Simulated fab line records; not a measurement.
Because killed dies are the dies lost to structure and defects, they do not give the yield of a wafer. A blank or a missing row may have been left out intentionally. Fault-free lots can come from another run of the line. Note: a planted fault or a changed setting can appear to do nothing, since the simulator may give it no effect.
Struck lot and sound lot, side by side | flow sky130 | 16 out of 708 route steps
Sound: wafers L633.1, L633.3, L633.5. Wafers L630.4, L630.5, L630.6 were the ones struck. At the end, the cause is stated.
Each step with rows lists, per side, the tool, then ch with its chambers, then its first start. Under that, the readings that differ: sound wafers | struck wafers | difference of the means | sigmas: that difference in standard deviations of wafers without a fault.
alike: readings whose means differ by less than 2 such deviations, and words and numbers that are the same on both sides. not compared: withheld readings, readings that some wafer has no value for, bounds like >300 that may hide the same value, and numbers for which the record gives no deviation and whose values overlap.
Wherever a step has rows on one side only, a row that says differs or no value, or a row with sigmas, the two part there. Numbers that have no deviation but don't overlap get no sigmas and don't part them. Lack of a reading on every wafer of one side parts them only where that side has two or more wafers.

SKY_POLY_GATE_THK_MEAS_04:
  struck on film-metro-01, day 21 13:41; sound on film-metro-02, day 22 14:19
  alike: POLY_GATE_CVD_03_THK
then, 8 steps without rows for these wafers: SKY_POLY_GATE_DEHYDRATE_05 (time 60 s); SKY_POLY_GATE_HMDS_06 (prime time 60 s); SKY_POLY_GATE_COAT_07 (resist thk 110 nm); SKY_POLY_GATE_COAT_08 (resist thk 450 nm); SKY_POLY_GATE_SOFTBAKE_09 (time 90 s); SKY_POLY_GATE_EXPOSE_10 (exposes mask P1M, target cd 150 nm); SKY_POLY_GATE_PEB_11; SKY_POLY_GATE_DEVELOP_12 (develop time 60 s).
SKY_POLY_GATE_CD_MEAS_13: the cd target is 150 nm.
  struck on cd-sem-02, day 22 20:02; sound on cd-sem-01, day 23 20:46
  alike: cd-nm
SKY_POLY_GATE_OVL_MEAS_14:
  struck on overlay-02, day 22 20:07; sound on overlay-01, day 23 20:53
  alike: POLY_GATE_OVL
SKY_POLY_GATE_ETCH_15: etches BARC in N2/H2, stops on SiO2, time 118.5 s, target depth 110 nm.
  sound on rie-diel-04 ch 1,3, day 23 20:55; struck on rie-diel-04 ch 1,2, day 22 20:08
  alike: bias-w, chamber-pressure-mTorr, drypump-motor-current-A, oes-product-au, throttle-valve-pct
  not compared: rf-hours-counter-h
SKY_POLY_GATE_ETCH_16: etches Si3N4 in CH3F/O2, stops on poly-Si, time 147.5 s, target depth 75 nm.
  sound on rie-diel-04 ch 1,3, day 23 20:59; struck on rie-diel-04 ch 1,2, day 22 20:13
  no value came back on the struck wafers for any of 5 readings (O2_flow_sccm (sccm), bias-w (W) and others); on the sound wafers O2_flow_sccm (sccm) reads 30.03 30.28 30.19
  reading                                          | sound             | struck            | difference | sigmas
  model.KrF-thick_of_POLY_GATE_COAT_08.thk-nm (nm) | 231.5 235.4 234.6 | 341.7 342.4 341.4 | +108.0     |
  not compared: rf-hours-counter-h
SKY_POLY_GATE_ETCH_17: etches poly-Si in HBr/Cl2, stops on SiO2, target depth 180 nm, time 70.5 s.
  sound on rie-si-02 ch 0,2, day 23 21:05; struck on rie-si-01 ch 0,1,3, day 22 20:21
  reading                                          | sound             | struck            | difference | sigmas
  model.KrF-thick_of_POLY_GATE_COAT_08.thk-nm (nm) | 136.6 138.1 139.8 | 246.5 250.3 247.5 | +109.9     |
  alike: HBr_flow_sccm, bias-w, drypump-motor-current-A, oes-product-au, throttle-valve-pct
  not compared: rf-hours-counter-h
SKY_POLY_GATE_STRIP_18: strips in O2/N2.
  sound on plasma-asher-01 ch 1, day 23 21:09; struck on plasma-asher-03 ch 0,1, day 22 20:25
  reading                      | sound             | struck            | difference | sigmas
  oes-product-au (a.u.)        | 0.364 0.357 0.355 | 0.407 0.410 0.406 | +0.049     | +9
  strip-time-to-endpoint-s (s) | 3.13 3.14 3.17    | 4.31 4.34 4.33    | +1.18      | +33
  alike: drypump-motor-current-A
  not compared: rf-hours-counter-h
then, 1 step without rows for these wafers: SKY_POLY_GATE_CLEAN_19 (cleans in SC1/SC2, time 150 s).

== WHERE THEY PART ==
Last at SKY_POLY_GATE_STRIP_18 as far as this record goes, first at SKY_POLY_GATE_ETCH_16.

WHY: whatever the simulator had introduced
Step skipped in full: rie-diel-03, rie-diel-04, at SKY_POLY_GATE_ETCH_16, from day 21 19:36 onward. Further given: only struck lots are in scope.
